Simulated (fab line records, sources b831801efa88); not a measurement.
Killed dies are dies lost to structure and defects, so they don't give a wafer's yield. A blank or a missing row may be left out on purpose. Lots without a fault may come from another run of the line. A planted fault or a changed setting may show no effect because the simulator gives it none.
One fault seen from 2 desks | flow gf180mcu | each desk has only its own numbers; what lay behind them comes last

THE TOOL OWNER'S DESK: cvd_w-01
The tool's own readings at GF_V1_CVD_23 (deposits W, target thk 350 nm, time 105.05 s): means of the sampled wafers that have a number, for each lot that ran on this tool. A lot is out of limits, marked OUT, if its mean lies more than 4 standard deviations from the usual mean; the brackets give that distance.
Columns: A = heater_power_w at GF_V1_CVD_23, usual 840 W
lot  | first seen here | A
L632 | day 17 20:45    | 904
L634 | day 18 12:41    | 897
L636 | day 19 17:41    | 890
L637 | day 20 14:08    | 750
L638 | day 21 04:07    | 896
L646 | day 23 11:20    | 826
L647 | day 23 23:32    | 905
L651 | day 25 01:47    | 918
L652 | day 25 10:39    | 912
L653 | day 25 11:40    | 906
L654 | day 25 20:24    | 989
This desk's finding: nothing out of limits on any of the 11 lots.

THE METROLOGY DESK
What the gauges read, lot by lot, whatever tool the lot ran on: means of the sampled wafers that have a number. A lot is out of limits, marked OUT, if its mean lies more than 4 standard deviations from the usual mean; the brackets give that distance.
Columns: A = DUAL_GATE_OXIDATION_00_THK at GF_DUAL_GATE_THK_MEAS_03, usual 10.87 nm; B = HV_LDD_4_TW at GF_HV_LDD_TW_MEAS_50, usual 568; C = V1_W_RS at GF_V1_RS_MEAS_24, usual 0.329 ohm/sq; D = V1_W_THK at GF_V1_THK_MEAS_25, usual 342 nm
lot  | first seen here | A     | B   | C                | D
L632 | day 7 11:50     | 10.84 | 573 | 0.328            | 344
L634 | day 8 00:07     | 10.72 | 570 | 0.329            | 339
L636 | day 8 20:31     | 10.97 | 556 | 0.329            | 338
L637 | day 9 07:34     | 10.78 | 558 | 0.307 (-6.2) OUT | 370 (+6.0) OUT
L638 | day 9 22:07     | 11.08 | 562 | 0.299 (-8.2) OUT | 378 (+7.7) OUT
L646 | day 11 16:01    | 10.69 | 565 | 0.333            | 333
L647 | day 12 01:38    | 10.90 | 578 | 0.329            | 342
L651 | day 13 00:03    | 10.82 | 568 | 0.324            | 344
L652 | day 13 04:58    | 11.05 | 573 | 0.331            | 344
L653 | day 13 13:25    | 10.66 | 568 | 0.329            | 347
L654 | day 13 20:59    | 10.89 | 570 | 0.329            | 347
This desk's finding: out of limits on L637, L638; first on L637, day 20 14:16 (V1_W_RS at GF_V1_RS_MEAS_24). In limits: L632, L634, L636, L646, L647, L651, L652, L653, L654.

PUT TOGETHER
The metrology desk could have raised an alarm at day 20 14:16, on L637, L638.
The tool owner's desk saw nothing out of limits.
The tool owner's desk has L637, L638 on record, within its limits.
Of the lots named, all ran GF_V1_CVD_23 on cvd_w-01.

WHAT THE SIMULATOR HAD PUT IN
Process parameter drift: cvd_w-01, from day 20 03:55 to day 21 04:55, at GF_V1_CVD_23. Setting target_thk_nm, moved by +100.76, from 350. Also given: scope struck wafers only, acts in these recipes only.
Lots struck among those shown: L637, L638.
Hours from the fault's start to each desk's first reading out of limits: the metrology desk, 10.
